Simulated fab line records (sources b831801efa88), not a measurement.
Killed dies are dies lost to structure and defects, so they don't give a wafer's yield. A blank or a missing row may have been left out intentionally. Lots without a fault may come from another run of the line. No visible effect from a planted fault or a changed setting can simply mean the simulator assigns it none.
Matching of chambers / flow sky130 / SKY_PASSIVATION_CVD_00 on pecvd-02: 3 sister chambers
The step deposits SiO2, target thk 90 nm. 24 wafers are shown with their chamber, then 12 later ones without.

WAFERS WITH THEIR CHAMBER
wafer=L074.1; chamber=0; heaterPowerW (W)=621
wafer=L074.3; chamber=1; heaterPowerW (W)=924
wafer=L074.5; chamber=0; heaterPowerW (W)=622
wafer=L078.4; chamber=0; heaterPowerW (W)=515
wafer=L078.5; chamber=1; heaterPowerW (W)=870
wafer=L078.6; chamber=0; heaterPowerW (W)=504
wafer=L080.1; chamber=0; heaterPowerW (W)=538
wafer=L080.4; chamber=1; heaterPowerW (W)=830
wafer=L080.6; chamber=1; heaterPowerW (W)=841
wafer=L082.2; chamber=0; heaterPowerW (W)=553
wafer=L082.3; chamber=1; heaterPowerW (W)=956
wafer=L082.4; chamber=1; heaterPowerW (W)=955
wafer=L087.2; chamber=1; heaterPowerW (W)=894
wafer=L087.5; chamber=1; heaterPowerW (W)=922
wafer=L087.6; chamber=0; heaterPowerW (W)=562
wafer=L088.3; chamber=2; heaterPowerW (W)=677
wafer=L088.4; chamber=1; heaterPowerW (W)=858
wafer=L088.6; chamber=0; heaterPowerW (W)=659
wafer=L095.1; chamber=1; heaterPowerW (W)=928
wafer=L095.2; chamber=0; heaterPowerW (W)=645
wafer=L095.5; chamber=2; heaterPowerW (W)=672
wafer=L091.4; chamber=0; heaterPowerW (W)=560
wafer=L091.5; chamber=1; heaterPowerW (W)=836
wafer=L091.6; chamber=2; heaterPowerW (W)=547

SIGNATURES, as means of the wafers listed above
reading=heaterPowerW; chamber 0=577.90; chamber 1=892.18; chamber 2=632.00; scatter within a chamber=53.6
Rule: for a wafer and a chamber, the distance is found by dividing, reading by reading, the gap between the wafer's reading and the chamber's mean by the reading's scatter, squaring, summing and taking the root. If the next closest chamber is less than 2 further off than the closest, the wafer can't be placed; otherwise it belongs to the closest. The scatter is the square root of a quotient: the sum, over the shown wafers, of each reading's squared deviation from its chamber's mean, divided by wafers minus chambers.

WAFERS WITH NO CHAMBER GIVEN
wafer=L090.1; heaterPowerW (W)=557
wafer=L090.5; heaterPowerW (W)=572
wafer=L090.6; heaterPowerW (W)=796
wafer=L094.2; heaterPowerW (W)=857
wafer=L094.3; heaterPowerW (W)=653
wafer=L094.5; heaterPowerW (W)=862
wafer=L096.2; heaterPowerW (W)=645
wafer=L096.4; heaterPowerW (W)=659
wafer=L096.5; heaterPowerW (W)=635
wafer=L097.1; heaterPowerW (W)=656
wafer=L097.2; heaterPowerW (W)=937
wafer=L097.6; heaterPowerW (W)=623

THE CHAMBER EACH PASSED THROUGH
wafer=L090.1; from the rows above=can't be placed: 0 or 2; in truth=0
wafer=L090.5; from the rows above=can't be placed: 0 or 2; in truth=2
wafer=L090.6; from the rows above=can't be placed: 1 or 2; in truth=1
wafer=L094.2; from the rows above=1; in truth=1
wafer=L094.3; from the rows above=can't be placed: 2 or 0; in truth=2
wafer=L094.5; from the rows above=1; in truth=1
wafer=L096.2; from the rows above=can't be placed: 2 or 0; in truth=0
wafer=L096.4; from the rows above=can't be placed: 2 or 0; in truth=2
wafer=L096.5; from the rows above=can't be placed: 2 or 0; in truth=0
wafer=L097.1; from the rows above=can't be placed: 2 or 0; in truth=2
wafer=L097.2; from the rows above=1; in truth=1
wafer=L097.6; from the rows above=can't be placed: 2 or 0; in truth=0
Placed correctly: 3 of 12. Not placeable from these rows: 9 (in 9, the candidates include the true chamber). 0 placed wrongly.
